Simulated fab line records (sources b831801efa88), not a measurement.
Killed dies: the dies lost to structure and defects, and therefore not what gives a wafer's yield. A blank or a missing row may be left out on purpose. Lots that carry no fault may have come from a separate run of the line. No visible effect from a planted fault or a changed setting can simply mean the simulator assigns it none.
Which tool did it? ; flow sky130 ; Sampling: 13 lots, 39 wafers, 6 of 708 route steps

## WHAT THE GAUGES READ, wafer by wafer
SKY_VT_ADJUST_HVTR_CD_MEAS_07: the cd target is 380 nm.
lot;measured;on;cdNm (nm)
L800;day 9 17:20;cdSem-02;381.0 380.4 381.8
L801;day 9 21:02;cdSem-02;378.9 379.7 380.0
L803;day 10 19:56;cdSem-02;384.1 383.4 384.9
L804;day 11 00:56;cdSem-01;378.9 379.0 379.6
L806;day 11 14:03;cdSem-02;382.8 381.5 380.8
L807;day 11 15:07;cdSem-01;376.8 372.9 375.6
L808;day 12 02:46;cdSem-01;377.2 376.2 375.0
L813;day 13 13:22;cdSem-02;380.9 379.6 381.6
L817;day 14 20:30;cdSem-02;375.5 373.9 379.4
L818;day 15 03:13;cdSem-02;380.0 384.2 382.3
L820;day 15 23:14;cdSem-02;379.4 381.3 379.3
L821;day 16 01:56;cdSem-01;382.7 380.0 383.2
L823;day 16 16:02;cdSem-02;376.3 375.5 376.2

SKY_POLY_GATE_CD_MEAS_13: the cd target is 150 nm.
lot;measured;on;cdNm (nm)
L800;day 16 22:59;cdSem-01;148.5 149.1 148.3
L801;day 17 01:26;cdSem-02;149.8 149.6 149.8
L803;day 18 01:27;cdSem-01;148.8 150.0 149.0
L804;day 18 13:57;cdSem-02;149.2 148.6 150.8
L806;day 19 01:54;cdSem-01;148.1 148.5 147.2
L807;day 19 00:56;cdSem-01;150.2 150.0 151.2
L808;day 19 19:20;cdSem-01;149.8 150.3 149.0
L813;day 21 12:09;cdSem-01;149.9 150.1 150.2
L817;day 22 18:24;cdSem-01;149.1 148.0 148.6
L818;day 23 04:44;cdSem-01;151.3 151.8 152.0
L820;day 23 22:02;cdSem-01;150.7 149.5 149.5
L821;day 24 04:24;cdSem-02;148.7 149.9 149.2
L823;day 24 15:08;cdSem-02;149.4 148.0 149.1

SKY_LDD_LDN_OVL_MEAS_07.
lot;measured;on;LDD_LDN_OVL (nm)
L800;day 23 07:44;overlay-01;-0.7 0.2 0.1
L801;day 23 13:07;overlay-02;-1.0 -0.7 1.4
L803;day 24 10:47;overlay-01;-1.0 0.4 0.5
L804;day 25 01:49;overlay-01;-0.3 1.3 0.3
L806;day 25 15:16;overlay-02;-1.5 -0.8 -0.4
L807;day 25 14:04;overlay-02;-1.2 -1.5 -1.3
L808;day 26 05:07;overlay-02;- - -
L813;day 27 19:44;overlay-01;-1.2 0.5 -1.7
L817;day 28 23:29;overlay-01;-1.5 -1.2 -3.2
L818;day 29 08:26;overlay-02;-3.6 -2.7 -3.1
L820;day 30 06:17;overlay-02;0.1 0.1 -1.1
L821;day 30 06:46;overlay-01;-1.3 -1.2 0.3
L823;day 30 15:40;overlay-01;0.2 -0.6 1.3

SKY_LDD_LDN_TW_MEAS_13.
lot;measured;on;LDD_LDN_TW
L800;day 23 08:29;filmMetro-03;1483 1486 1486
L801;day 23 13:51;filmMetro-04;1501 1489 1501
L803;day 24 11:32;filmMetro-01;1485 1480 1487
L804;day 25 02:33;filmMetro-03;1482 1484 1479
L806;day 25 16:00;filmMetro-03;1485 1490 1479
L807;day 25 14:47;filmMetro-04;1498 1500 1494
L808;day 26 05:51;filmMetro-04;31 30 30
L813;day 27 20:29;filmMetro-03;1484 1485 1488
L817;day 29 00:14;filmMetro-04;1486 1494 1487
L818;day 29 09:10;filmMetro-03;1479 1482 1487
L820;day 30 07:02;filmMetro-04;1490 1492 1496
L821;day 30 07:30;filmMetro-04;1484 1486 1487
L823;day 30 16:24;filmMetro-03;1474 1483 1486

SKY_LI_CONTACT_THK_MEAS_01.
lot;measured;on;LI_CONTACT_HDPCVD_THK (nm)
L800;day 28 07:41;filmMetro-02;931 949 933
L801;day 28 12:47;filmMetro-03;917 921 932
L803;day 29 10:04;filmMetro-02;942 926 939
L804;day 30 00:44;filmMetro-02;939 921 935
L806;day 30 13:24;filmMetro-02;916 922 915
L807;day 30 12:11;filmMetro-03;926 913 904
L808;day 31 04:44;filmMetro-02;923 937 923
L813;day 32 16:18;filmMetro-03;924 931 930
L817;day 33 19:02;filmMetro-01;918 913 930
L818;day 34 06:50;filmMetro-03;918 911 927
L820;day 35 01:21;filmMetro-03;914 939 921
L821;day 35 00:34;filmMetro-03;909 936 910
L823;day 35 07:42;filmMetro-02;926 928 930

## EACH LOT AND THE TOOL THAT RAN IT (in order: tool; ch and the chambers of the sampled wafers; start)
lot;SKY_LDD_LDN_EXPOSE_04
L800;ilineStepper-01 ch 0, day 22 17:12
L801;ilineStepper-01 ch 0, day 22 22:32
L803;ilineStepper-02 ch 0, day 23 20:16
L804;ilineStepper-01 ch 0, day 24 11:54
L806;ilineStepper-01 ch 0, day 25 00:12
L807;ilineStepper-01 ch 0, day 24 23:06
L808;ilineStepper-01 ch 0, day 25 15:07
L813;ilineStepper-02 ch 0, day 27 06:16
L817;ilineStepper-01 ch 0, day 28 09:10
L818;ilineStepper-02 ch 0, day 28 18:42
L820;ilineStepper-02 ch 0, day 29 15:59
L821;ilineStepper-02 ch 0, day 29 16:34
L823;ilineStepper-01 ch 0, day 30 01:44
- SKY_LDD_LDN_EXPOSE_04: exposes mask LDNTM, target cd 700 nm.

## AS READ BY THE TOOLS THEMSELVES (means over the sampled wafers that have a number; for cases with no such wafer, the mark the record gives instead)
The record holds no such reading with a usual standard deviation.

## THE ANSWER, worked out from the rows above alone
Rule: the usual values come from the lots themselves. The widest of any qualifying gaps counts: lots, ordered by their means at a reading, are off when they make up no more than a third of the lots, leave a main group of 4 or more, and stand apart from it by 3 or more times the standard deviation of that group's means. The tables above print the reading to a certain number of digits; a main group whose means all agree to those digits is not used. Also off: a lot with no number at a reading for which 4 or more lots have one. The other lots that the step has rows for count as sound. First the gauges in route order, then the tools' own readings, where a lot's mean is used as printed above. The first step at which some lot is off is used, and at that step the reading that is off furthest; a lot without a number counts as furthest.
Off: L808, at SKY_LDD_LDN_OVL_MEAS_07 (LDD_LDN_OVL). Without a number there: L808. The main group: mean -0.7 nm, standard deviation 0.98.
A tool fits if, at a process step before that reading, it ran every lot that is off, and no sound lot after the first of them. The gauges at SKY_LDD_LDN_OVL_MEAS_07 aren't tried: what is off there is off at SKY_LDD_LDN_TW_MEAS_13 too, on other tools, and a gauge's error can't cause that. None of those tried fits.

## WHAT THE SIMULATOR PUT IN
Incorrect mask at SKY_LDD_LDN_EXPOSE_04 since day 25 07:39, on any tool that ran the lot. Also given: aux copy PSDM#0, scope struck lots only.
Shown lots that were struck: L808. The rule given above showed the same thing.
